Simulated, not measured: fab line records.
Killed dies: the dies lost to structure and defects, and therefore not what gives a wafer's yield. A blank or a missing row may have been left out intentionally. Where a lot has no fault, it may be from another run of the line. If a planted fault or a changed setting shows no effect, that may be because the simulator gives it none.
fab line records	flow gf180mcu
record: lots: 13	wafers: 39	last-day: 34
route steps=602 shown STI@5 NWELL@46 LVPWELL@61
lots that met no fault: taken from a fault-free run of the same line
start-h: hours from the record's first day to the start of the lot's first wafer shown	wait-h: hours since the lot's step before	" same as the row above	L1.1+2: one row covering several wafers at once	- value missing, or start not given	* or withheld: withheld	< > ~ a bound
route shown NAME@n: a module of which the file shows steps, and the number in the route of the first	usual: mean/standard deviation of fault-free wafers	same: alike in all rows	chamber/n: place in a boat	sites: readings site by site	_std_site: the values' standard deviation	_edge_site: the outer-site mean with the inner-site mean subtracted	radius-mm: for every site, how far away it sits from the centre of the wafer	mask NAME#n: copy n	behind: the tool/chamber that last shaped the wafer	hold: the reason the lot was held/the length of the hold in hours/how it ended	device: the transistor (n, p or np) that didn't switch	end of line: the tests these same wafers got at the end of their route	for a step that has no rows: nothing shown but its recipe	killed: the dies lost at the first sort to structure and to defects; this is not the yield of the wafer	map: a wafer's dies, x killed, . not, _ none there
set.NAME: the run value of the setting; set.NAME@STEP: its run value at that earlier step	model.NAME: the simulator's own value behind a step, which no gauge read
route steps across a sampled set of lots; one table per step, one row per wafer
services: from which hour (start-h, from the record's first day; less than 0 if before it) a tool's chamber was out of use, for how many hours, and why
== steps ==
step: GF_STI_THK_MEAS_04
recipe: reads: Si3N4_of_STI_CVD_03
usual: STI_CVD_03_THK: 206.5/2.2
lot.wafer	tool	chamber	start-h	wait-h	STI_CVD_03_THK[nm]
L484.2	film-metro-03	-	14.59	0.0	205.2
L484.5	"	-	"	"	206.1
L484.6	"	-	"	"	206.9
L485.3	film-metro-04	-	18.58	0.0	203.0
L485.4	"	-	"	"	202.6
L485.6	"	-	"	"	202.9
L487.1	film-metro-04	-	29.20	0.0	205.3
L487.2	"	-	"	"	206.2
L487.3	"	-	"	"	205.5
L490.3	film-metro-03	-	45.01	0.0	208.6
L490.4	"	-	"	"	207.9
L490.6	"	-	"	"	207.7
L492.1	film-metro-04	-	56.92	0.0	207.1
L492.3	"	-	"	"	205.8
L492.4	"	-	"	"	206.1
L499.1	film-metro-04	-	88.56	0.0	204.9
L499.2	"	-	"	"	205.2
L499.4	"	-	"	"	203.2
L500.1	film-metro-04	-	93.75	0.0	207.1
L500.3	"	-	"	"	206.0
L500.4	"	-	"	"	204.5
L501.1	film-metro-03	-	99.55	0.0	209.9
L501.3	"	-	"	"	212.1
L501.6	"	-	"	"	211.3
L502.3	film-metro-01	-	103.58	0.0	207.7
L502.5	"	-	"	"	206.4
L502.6	"	-	"	"	205.0
L503.1	film-metro-03	-	108.56	0.0	207.9
L503.5	"	-	"	"	206.1
L503.6	"	-	"	"	206.5
L504.1	film-metro-04	-	114.44	0.0	208.5
L504.3	"	-	"	"	209.7
L504.4	"	-	"	"	209.3
L506.1	film-metro-03	-	124.23	0.0	207.0
L506.2	"	-	"	"	204.5
L506.4	"	-	"	"	206.1
L507.3	film-metro-03	-	128.58	0.0	206.9
L507.5	"	-	"	"	205.3
L507.6	"	-	"	"	206.6
step: GF_STI_CMP_25
recipe: stop-on: Si3N4	t-overpolish-s: 33	down-force-psi: 4	platen-rpm: 60	target-thk-nm: 524.6	pad-velocity-m-s: 0.94248
usual: motor-current-A: 12.2/1.4	overpolish-run-s: 33.000/0.0079	slurry-flow-ml-min: 150.0/0.46	time-to-endpoint-s: 121/3.7
lot.wafer	tool	chamber	start-h	wait-h	motor-current-A	overpolish-run-s	slurry-flow-ml-min	time-to-endpoint-s
L484.2	cmp-01	1	29.01	0.2	10.3	32.993	150.3	120
L484.5	"	2	"	"	13.1	32.986	150.6	120
L484.6	"	3	"	"	10.9	33.001	150.0	124
L485.4	cmp-02	1	32.64	0.0	11.9	32.998	149.9	130
L485.3	"	2	"	"	13.3	33.002	149.1	126
L485.6	"	1	"	"	11.1	32.995	149.7	132
L487.2	cmp-01	2	44.27	0.0	13.9	33.018	150.9	116
L487.1	"	0	"	"	11.1	32.993	149.9	116
L487.3	"	1	"	"	10.1	33.005	149.2	113
L490.4	cmp-02	0	65.30	0.4	11.7	33.002	150.0	114
L490.3	"	2	"	"	13.7	33.003	149.5	126
L490.6	"	3	"	"	14.8	33.009	149.4	123
L492.4	cmp-01	2	70.72	0.1	13.7	32.997	150.2	118
L492.3	"	3	"	"	10.7	33.004	149.7	118
L492.1	"	0	"	"	11.7	32.989	150.2	117
L499.4	cmp-01	2	104.75	0.0	13.1	32.995	150.4	125
L499.2	"	3	"	"	10.6	33.003	149.3	122
L499.1	"	0	"	"	10.7	32.994	150.0	122
L500.3	cmp-02	0	109.75	0.0	12.1	32.999	149.3	119
L500.1	"	1	"	"	10.8	32.990	150.1	123
L500.4	"	3	"	"	14.4	32.993	150.3	119
L501.3	cmp-02	3	116.02	0.0	14.5	33.005	150.1	125
L501.1	"	1	"	"	11.5	32.983	150.3	127
L501.6	"	3	"	"	14.6	33.005	150.1	122
L502.3	cmp-02	2	121.18	0.0	13.7	32.999	150.7	124
L502.6	"	2	"	"	14.0	33.002	149.7	126
L502.5	"	3	"	"	14.3	32.999	150.3	123
L503.1	cmp-01	0	125.32	0.1	11.3	33.018	150.2	121
L503.5	"	3	"	"	10.5	32.992	149.7	124
L503.6	"	0	"	"	10.9	33.006	149.8	119
L504.3	cmp-02	1	131.62	0.1	10.8	33.006	150.7	124
L504.1	"	2	"	"	13.5	32.994	151.1	122
L504.4	"	3	"	"	13.9	32.992	150.4	120
L506.4	cmp-02	0	141.38	0.1	12.0	33.010	149.6	119
L506.2	"	1	"	"	11.0	33.001	149.4	122
L506.1	"	2	"	"	13.7	32.995	150.4	120
L507.3	cmp-01	3	145.23	0.0	10.5	33.002	149.5	121
L507.5	"	3	"	"	10.8	33.002	150.1	119
L507.6	"	0	"	"	11.4	32.993	149.9	120
step: GF_NWELL_EXPOSE_04
recipe: mask-id: Nwell	target-cd-nm: 860	na: 0.6	source-shape: conventional	sigma-outer: 0.6	dose-mj: 260
lot.wafer	tool	chamber	start-h	wait-h	mask
L484.2+5+6	iline-stepper-01	0	49.35	-	Nwell#0
L485.3+4+6	iline-stepper-02	0	54.49	-	Nwell#0
L487.1+2+3	iline-stepper-01	0	65.41	-	Nwell#0
L490.3+4+6	iline-stepper-02	0	88.89	-	LVPWELL#0
L492.1+3+4	iline-stepper-02	0	93.98	-	Nwell#0
L499.1+2+4	iline-stepper-02	0	130.30	-	Nwell#0
L500.1+3+4	iline-stepper-01	0	135.50	-	Nwell#0
L501.1+3+6	iline-stepper-02	0	142.90	-	Nwell#0
L502.3+5+6	iline-stepper-01	0	146.52	-	Nwell#0
L503.1+5+6	iline-stepper-02	0	151.18	-	Nwell#0
L504.1+3+4	iline-stepper-01	0	157.90	-	Nwell#0
L506.1+2+4	iline-stepper-02	0	166.86	-	Nwell#0
L507.3+5+6	iline-stepper-02	0	171.90	-	Nwell#0
step: GF_NWELL_OVL_MEAS_07
usual: NWELL_OVL: 0.2/1.6
lot.wafer	tool	chamber	start-h	wait-h	NWELL_OVL[nm]
L484.2	overlay-02	-	55.43	-	-1.3
L484.5	"	-	"	"	-2.0
L484.6	"	-	"	"	1.4
L485.3	overlay-01	-	59.54	-	3.9
L485.4	"	-	"	"	2.2
L485.6	"	-	"	"	2.6
L487.1	overlay-02	-	71.52	-	-1.1
L487.2	"	-	"	"	-2.0
L487.3	"	-	"	"	-1.0
L490.3	overlay-01	-	95.67	-	-
L490.4	"	-	"	"	-
L490.6	"	-	"	"	-
L492.1	overlay-01	-	100.41	-	1.1
L492.3	"	-	"	"	-1.4
L492.4	"	-	"	"	2.5
L499.1	overlay-02	-	138.41	-	2.3
L499.2	"	-	"	"	2.8
L499.4	"	-	"	"	1.0
L500.1	overlay-02	-	142.56	-	-2.1
L500.3	"	-	"	"	-0.7
L500.4	"	-	"	"	-0.7
L501.1	overlay-02	-	150.02	-	0.7
L501.3	"	-	"	"	1.2
L501.6	"	-	"	"	-0.6
L502.3	overlay-01	-	154.02	-	0.9
L502.5	"	-	"	"	-0.5
L502.6	"	-	"	"	1.1
L503.1	overlay-01	-	159.06	-	0.3
L503.5	"	-	"	"	2.0
L503.6	"	-	"	"	1.1
L504.1	overlay-01	-	165.12	-	-3.0
L504.3	"	-	"	"	-2.1
L504.4	"	-	"	"	-2.0
L506.1	overlay-01	-	174.36	-	0.8
L506.2	"	-	"	"	1.4
L506.4	"	-	"	"	2.4
L507.3	overlay-01	-	178.82	-	1.8
L507.5	"	-	"	"	2.9
L507.6	"	-	"	"	3.7
step: GF_NWELL_TW_MEAS_11
usual: NWELL_TW: 1564/16
lot.wafer	tool	chamber	start-h	wait-h	NWELL_TW
L484.2	film-metro-02	-	55.87	0.1	1555
L484.5	"	-	"	"	1554
L484.6	"	-	"	"	1557
L485.3	film-metro-04	-	59.98	0.1	1594
L485.4	"	-	"	"	1591
L485.6	"	-	"	"	1588
L487.1	film-metro-02	-	71.96	0.1	1551
L487.2	"	-	"	"	1548
L487.3	"	-	"	"	1557
L490.3	film-metro-02	-	96.12	0.1	30
L490.4	"	-	"	"	29
L490.6	"	-	"	"	30
L492.1	film-metro-02	-	100.85	0.1	1544
L492.3	"	-	"	"	1547
L492.4	"	-	"	"	1539
L499.1	film-metro-01	-	138.85	0.1	1579
L499.2	"	-	"	"	1579
L499.4	"	-	"	"	1572
L500.1	film-metro-01	-	143.05	0.1	1572
L500.3	"	-	"	"	1575
L500.4	"	-	"	"	1565
L501.1	film-metro-01	-	150.46	0.1	1553
L501.3	"	-	"	"	1550
L501.6	"	-	"	"	1553
L502.3	film-metro-02	-	154.46	0.1	1551
L502.5	"	-	"	"	1553
L502.6	"	-	"	"	1545
L503.1	film-metro-01	-	159.56	0.1	1553
L503.5	"	-	"	"	1559
L503.6	"	-	"	"	1559
L504.1	film-metro-04	-	165.56	0.1	1579
L504.3	"	-	"	"	1586
L504.4	"	-	"	"	1585
L506.1	film-metro-01	-	174.79	0.1	1570
L506.2	"	-	"	"	1570
L506.4	"	-	"	"	1572
L507.3	film-metro-01	-	179.26	0.1	1568
L507.5	"	-	"	"	1567
L507.6	"	-	"	"	1567
step: GF_LVPWELL_OVL_MEAS_07
usual: LVPWELL_OVL: -0.8/1.5
lot.wafer	tool	chamber	start-h	wait-h	LVPWELL_OVL[nm]
L484.2	overlay-02	-	67.68	-	-0.3
L484.5	"	-	"	"	-1.0
L484.6	"	-	"	"	-1.6
L485.3	overlay-01	-	72.39	-	-0.4
L485.4	"	-	"	"	-1.0
L485.6	"	-	"	"	-1.7
L487.1	overlay-02	-	85.22	-	-1.4
L487.2	"	-	"	"	-1.9
L487.3	"	-	"	"	-0.5
L490.3	overlay-02	-	110.53	-	-0.8
L490.4	"	-	"	"	-1.2
L490.6	"	-	"	"	-1.5
L492.1	overlay-02	-	115.56	-	1.3
L492.3	"	-	"	"	-0.1
L492.4	"	-	"	"	2.1
L499.1	overlay-02	-	154.08	-	0.4
L499.2	"	-	"	"	-2.0
L499.4	"	-	"	"	0.9
L500.1	overlay-01	-	158.58	-	0.6
L500.3	"	-	"	"	1.6
L500.4	"	-	"	"	1.5
L501.1	overlay-02	-	165.78	-	2.1
L501.3	"	-	"	"	0.2
L501.6	"	-	"	"	-0.4
L502.3	overlay-02	-	169.88	-	-1.3
L502.5	"	-	"	"	1.5
L502.6	"	-	"	"	0.6
L503.1	overlay-01	-	174.39	-	0.9
L503.5	"	-	"	"	0.7
L503.6	"	-	"	"	0.0
L504.1	overlay-02	-	180.21	-	0.1
L504.3	"	-	"	"	1.3
L504.4	"	-	"	"	0.8
L506.1	overlay-01	-	190.61	-	-1.5
L506.2	"	-	"	"	0.0
L506.4	"	-	"	"	0.5
L507.3	overlay-02	-	194.19	-	-3.4
L507.5	"	-	"	"	-5.1
L507.6	"	-	"	"	-5.3
step: GF_LVPWELL_TW_MEAS_11
usual: LVPWELL_TW: 557/6.6
lot.wafer	tool	chamber	start-h	wait-h	LVPWELL_TW
L484.2	film-metro-04	-	68.12	0.1	563
L484.5	"	-	"	"	565
L484.6	"	-	"	"	566
L485.3	film-metro-02	-	72.83	0.1	552
L485.4	"	-	"	"	550
L485.6	"	-	"	"	551
L487.1	film-metro-02	-	85.66	0.1	550
L487.2	"	-	"	"	549
L487.3	"	-	"	"	547
L490.3	film-metro-04	-	110.98	0.1	1600
L490.4	"	-	"	"	1600
L490.6	"	-	"	"	1617
L492.1	film-metro-01	-	116.00	0.1	554
L492.3	"	-	"	"	553
L492.4	"	-	"	"	559
L499.1	film-metro-01	-	154.51	0.1	554
L499.2	"	-	"	"	554
L499.4	"	-	"	"	554
L500.1	film-metro-01	-	159.01	0.1	556
L500.3	"	-	"	"	553
L500.4	"	-	"	"	553
L501.1	film-metro-02	-	166.21	0.1	552
L501.3	"	-	"	"	555
L501.6	"	-	"	"	552
L502.3	film-metro-02	-	170.33	0.1	546
L502.5	"	-	"	"	549
L502.6	"	-	"	"	547
L503.1	film-metro-02	-	174.83	0.1	548
L503.5	"	-	"	"	549
L503.6	"	-	"	"	551
L504.1	film-metro-04	-	180.64	0.1	567
L504.3	"	-	"	"	569
L504.4	"	-	"	"	565
L506.1	film-metro-04	-	191.14	0.1	565
L506.2	"	-	"	"	564
L506.4	"	-	"	"	564
L507.3	film-metro-04	-	194.69	0.1	562
L507.5	"	-	"	"	562
L507.6	"	-	"	"	562
== services ==
tool	chamber	start-h	hours	kind
cmp-02	-	19.17	1.3	repair
cmp-01	-	29.80	4.0	repair
cmp-01	-	33.84	4.2	pm
iline-stepper-01	-	35.89	1.7	pm
cmp-01	-	40.95	0.5	repair
iline-stepper-02	-	52.35	1.7	pm
cmp-01	-	58.74	4.7	pm
cmp-01	-	64.00	4.0	pm
cmp-01	-	68.00	-	consumable-replace:conditioner
cmp-01	-	68.00	-	consumable-replace:pad
cmp-01	-	95.67	0.4	repair
cmp-02	-	139.59	1.4	repair
cmp-02	-	155.85	0.6	repair
iline-stepper-01	0	158.94	-	calibration
iline-stepper-01	-	163.80	4.4	pm
== key ==
first-sign: step: GF_NWELL_EXPOSE_04	reading: mask	direction: changed
effect: step: GF_NWELL_OVL_MEAS_07	reading: NWELL_OVL	direction: missing
effect: step: GF_NWELL_TW_MEAS_11	reading: NWELL_TW	direction: down	sigmas: 95	usual: 1564	struck: 30
effect: step: GF_LVPWELL_TW_MEAS_11	reading: LVPWELL_TW	direction: up	sigmas: 99+	usual: 557	struck: 1606
met-at GF_NWELL_EXPOSE_04
struck-lots L490
sort-left-out L490.3,L490.4,L490.6
tester-left-out L490
not-acting-at GF_STI_THK_MEAS_04,GF_STI_CMP_25,GF_LVPWELL_OVL_MEAS_07
onset-between 54.49 88.89
fault: kind: wrong-mask	tool: any	chamber: -	onset-h: 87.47	steps: GF_NWELL_EXPOSE_04	aux-copy: LVPWELL#0	scope: struck-lots-only
tester-left-out: of these lots the tester's yield and bins aren't shown, on N5 and GAA mostly nor the transistor test; their killed dies are dies lost to structure and defects alone, not to doping, threshold or leakage, so they don't give the yield
sort-left-out: the simulated sort isn't trusted on such a fault, so these wafers' sort isn't shown, and their yield isn't known
